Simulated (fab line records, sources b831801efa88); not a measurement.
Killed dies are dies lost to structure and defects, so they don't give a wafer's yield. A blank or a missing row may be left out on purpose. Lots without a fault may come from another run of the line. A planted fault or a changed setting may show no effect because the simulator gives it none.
A struck lot beside a sound one | flow sky130 | 15 steps out of a route of 708
Sound: wafers L866.3, L866.4, L866.6. Struck: wafers L880.1, L880.3, L880.5. The cause comes at the end.
At each step with rows: each side's tool, then ch and its chambers, then its first start. Under that, the readings that differ: sound wafers | struck wafers | difference of the means | sigmas: that difference in standard deviations of wafers without a fault.
alike: readings whose means differ by less than 2 such deviations, and words and numbers that are the same on both sides. not compared: withheld readings, readings that some wafer has no value for, bounds like >300 that may hide the same value, and numbers for which the record gives no deviation and whose values overlap.
The two part at a step that has a row with sigmas, a row that says differs or no value, or rows on one side only. Numbers that don't overlap but have no deviation are shown without sigmas and don't part them. A reading that every wafer of one side lacks parts them only if that side has two wafers or more.

first, 7 steps without rows for these wafers: SKY_METAL4_HMDS_06 (prime time 60 s); SKY_METAL4_COAT_07 (resist thk 60 nm); SKY_METAL4_COAT_08 (resist thk 1140 nm); SKY_METAL4_SOFTBAKE_09 (time 90 s); SKY_METAL4_EXPOSE_10 (exposes mask MM4, target cd 300 nm); SKY_METAL4_PEB_11; SKY_METAL4_DEVELOP_12 (develop time 60 s).
SKY_METAL4_CD_MEAS_13: target cd 300 nm.
  sound on cd_sem-01, day 44 22:34; struck on cd_sem-02, day 47 20:01
  alike: cd_nm
SKY_METAL4_OVL_MEAS_14:
  sound on overlay-02, day 44 22:39; struck on overlay-01, day 47 20:08
  alike: METAL4_OVL
SKY_METAL4_DESCUM_15: chemistry O2, time 8 s.
  sound on rie_metal-02 ch 0,1, day 44 22:41; struck on rie_metal-03 ch 0,1, day 47 20:10
  alike: drypump_motor_current_A, oes_product_au
  not compared: rf_hours_counter_h
SKY_METAL4_ETCH_16: etches BARC in N2/H2, stops on SiO2, time 88.2 s, target depth 60 nm.
  sound on rie_metal-02 ch 0,1, day 44 22:44; struck on rie_metal-03 ch 0,1, day 47 20:13
  alike: bias_w, drypump_motor_current_A, h2_flow_sccm, oes_product_au, throttle_valve_pct
  not compared: rf_hours_counter_h
SKY_METAL4_ETCH_17: etches SiO2 in C4F8/O2/Ar, stops on TiN, time 3.9 s, target depth 15 nm.
  sound on rie_diel-04 ch 0,2,3, day 44 22:48; struck on rie_diel-04 ch 1,3, day 47 20:19
  alike: bias_w, oes_product_au
  not compared: rf_hours_counter_h
SKY_METAL4_METAL_ETCH_18: etches the open film in Cl2/BCl3, stops on SiO2, target depth 845 nm, time 183.1 s.
  sound on rie_metal-04 ch 0,1, day 44 22:53; struck on rie_metal-02 ch 0,1, day 47 20:19
  reading                                       | sound             | struck            | difference | sigmas
  bias_w (W)                                    | 48.77 48.39 48.41 | 62.15 62.05 62.33 | +13.65     | +98
  model.KrF-thick_of_METAL4_COAT_08.thk_nm (nm) | 531.5 529 524.1   | 480.9 463.6 486.3 | -51.3      |
  model.SiO2_of_VIA3_HDPCVD_00.thk_nm (nm)      | 436.4 435.8 434.9 | 431.6 428.7 430.8 | -5.3       |
  alike: drypump_motor_current_A, oes_product_au, throttle_valve_pct
  not compared: rf_hours_counter_h
SKY_METAL4_STRIP_19: strips in O2/N2.
  sound on plasma_asher-01 ch 0,1, day 44 23:02; struck on plasma_asher-01 ch 0, day 47 20:30
  reading                      | sound             | struck            | difference | sigmas
  oes_product_au (a.u.)        | 0.501 0.502 0.499 | 0.480 0.470 0.487 | -0.022     | -4
  strip_time_to_endpoint_s (s) | 6.58 6.55 6.51    | 6.07 5.91 6.12    | -0.51      | -5
  alike: drypump_motor_current_A, o2_flow_sccm
  not compared: rf_hours_counter_h
then, 1 step without rows for these wafers: SKY_METAL4_STRIP_20 (strips in post etch residue remover, time 1200 s).

WHERE THEY PART
First at SKY_METAL4_METAL_ETCH_18; last, within this record, at SKY_METAL4_STRIP_19.

WHY: what the simulator had put in
Process parameter drift: rie_metal-02, from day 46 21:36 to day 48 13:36, at SKY_METAL4_METAL_ETCH_18. Setting bias_w, moved by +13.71, from 48.5. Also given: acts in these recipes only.
